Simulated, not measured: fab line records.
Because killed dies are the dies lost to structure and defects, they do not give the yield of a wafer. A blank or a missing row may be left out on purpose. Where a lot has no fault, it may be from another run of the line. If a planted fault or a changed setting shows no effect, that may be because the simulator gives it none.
Which tool is to blame?    flow gf180mcu    14 lots, 40 wafers sampled, at 3 steps of a route of 602

## WHAT THE GAUGES SHOWED, per wafer
GF_HV_LDD_OVL_MEAS_32. Usual: for HV_LDD_02_OVL the level is 0.1 nm and the standard deviation is 1.4.
lot   measured      on          HV_LDD_02_OVL (nm)  flag
L475  day 12 01:12  overlay-02  -0.6 1.7 1.7        
L477  day 12 12:49  overlay-01  0.7 2.1 2.0         
L478  day 12 22:01  overlay-01  0.4 -0.6 0.6        
L479  day 13 01:53  overlay-01  1.2 1.8 0.6         
L480  day 13 05:45  overlay-02  -3.3 0.1 -1.5       
L481  day 13 14:55  overlay-01  -3.2 -2.4 -2.5      
L482  day 14 03:13  overlay-01  0.9 1.1 -0.9        
L483  day 14 05:59  overlay-01  0.7 0.3 2.5         
L485  day 15 00:13  overlay-02  1.1 -0.3 -0.3       
L486  day 15 10:19  overlay-01  -0.3 -0.8 -0.3      
L487  day 15 17:46  overlay-01  1.0 -0.2 1.0        
L490  day 16 14:31  overlay-02  2.5 1.5             
L493  day 17 20:34  overlay-02  -2.6 0.1            
L497  day 19 09:19  overlay-02  1.7 1.4 2.1         

GF_HV_LDD_TW_MEAS_50. Usual: for HV_LDD_4_TW the level is 573 and the standard deviation is 4.
lot   measured      on             HV_LDD_4_TW  flag
L475  day 12 21:08  film-metro-02  570 567 569  
L477  day 13 09:19  film-metro-02  569 567 571  
L478  day 13 19:21  film-metro-04  582 577 577  
L479  day 13 23:19  film-metro-02  571 570 569  
L480  day 14 03:11  film-metro-04  576 576 577  
L481  day 14 12:33  film-metro-04  576 579 578  
L482  day 15 00:47  film-metro-01  576 575 574  
L483  day 15 04:06  film-metro-02  563 569 570  
L485  day 15 22:38  film-metro-02  571 567 569  
L486  day 16 08:40  film-metro-01  575 576 575  
L487  day 16 16:31  film-metro-04  574 574 571  
L490  day 17 13:30  film-metro-04  576 574      
L493  day 18 19:23  film-metro-04  573 575      
L497  day 20 10:16  film-metro-01  578 577 575  

GF_HV_LDD_THK_MEAS_55. Usual: for HV_LDD_CVD_54_THK the level is 10.03 nm and the standard deviation is 0.14.
lot   measured      on             HV_LDD_CVD_54_THK (nm)  flag
L475  day 12 22:28  film-metro-02  10.13 10.21 10.21       
L477  day 13 10:38  film-metro-04  10.16 10.06 9.97        
L478  day 13 20:40  film-metro-01  10.06 10.08 10.11       
L479  day 14 00:38  film-metro-01  10.11 10.02 10.17       
L480  day 14 04:31  film-metro-02  9.91 10.05 9.92         
L481  day 14 13:52  film-metro-02  10.01 10.04 9.93        
L482  day 15 02:07  film-metro-01  10.20 10.36 10.25       
L483  day 15 05:26  film-metro-04  10.02 10.06 10.09       
L485  day 15 23:58  film-metro-02  9.96 10.07 10.01        
L486  day 16 09:59  film-metro-02  9.92 9.97 9.79          
L487  day 16 17:53  film-metro-01  9.81 9.89 9.70          
L490  day 17 14:53  film-metro-02  10.33 10.22             
L493  day 18 20:43  film-metro-01  10.17 10.19             
L497  day 20 12:06  film-metro-01  9.95 9.89 9.95          

## EACH LOT AND THE TOOL THAT RAN IT (in order: tool; ch and the chambers of the sampled wafers; start)
No process step before these readings appears in the record.

## AS READ BY THE TOOLS THEMSELVES (means over the sampled wafers that have a number; for cases with no such wafer, the mark the record gives instead)
The record holds no such reading with a usual standard deviation.

## THE ANSWER, worked out from the rows above alone
Rule: lot off if the mean of its wafers having a number is beyond 3 standard deviations from the usual mean. A lot without any number at a reading at which 4 lots or more have one is off too. The other lots that the step has rows for count as sound. After the gauges, taken in route order, come the tools' own readings; for these a lot's mean is taken, as printed above. The first step at which some lot is off is used, and at that step the reading that is off furthest; a lot without a number counts as furthest.
No lot is off at any reading shown: from this, nothing can be told.

## WHAT WAS PUT IN BY THE SIMULATOR
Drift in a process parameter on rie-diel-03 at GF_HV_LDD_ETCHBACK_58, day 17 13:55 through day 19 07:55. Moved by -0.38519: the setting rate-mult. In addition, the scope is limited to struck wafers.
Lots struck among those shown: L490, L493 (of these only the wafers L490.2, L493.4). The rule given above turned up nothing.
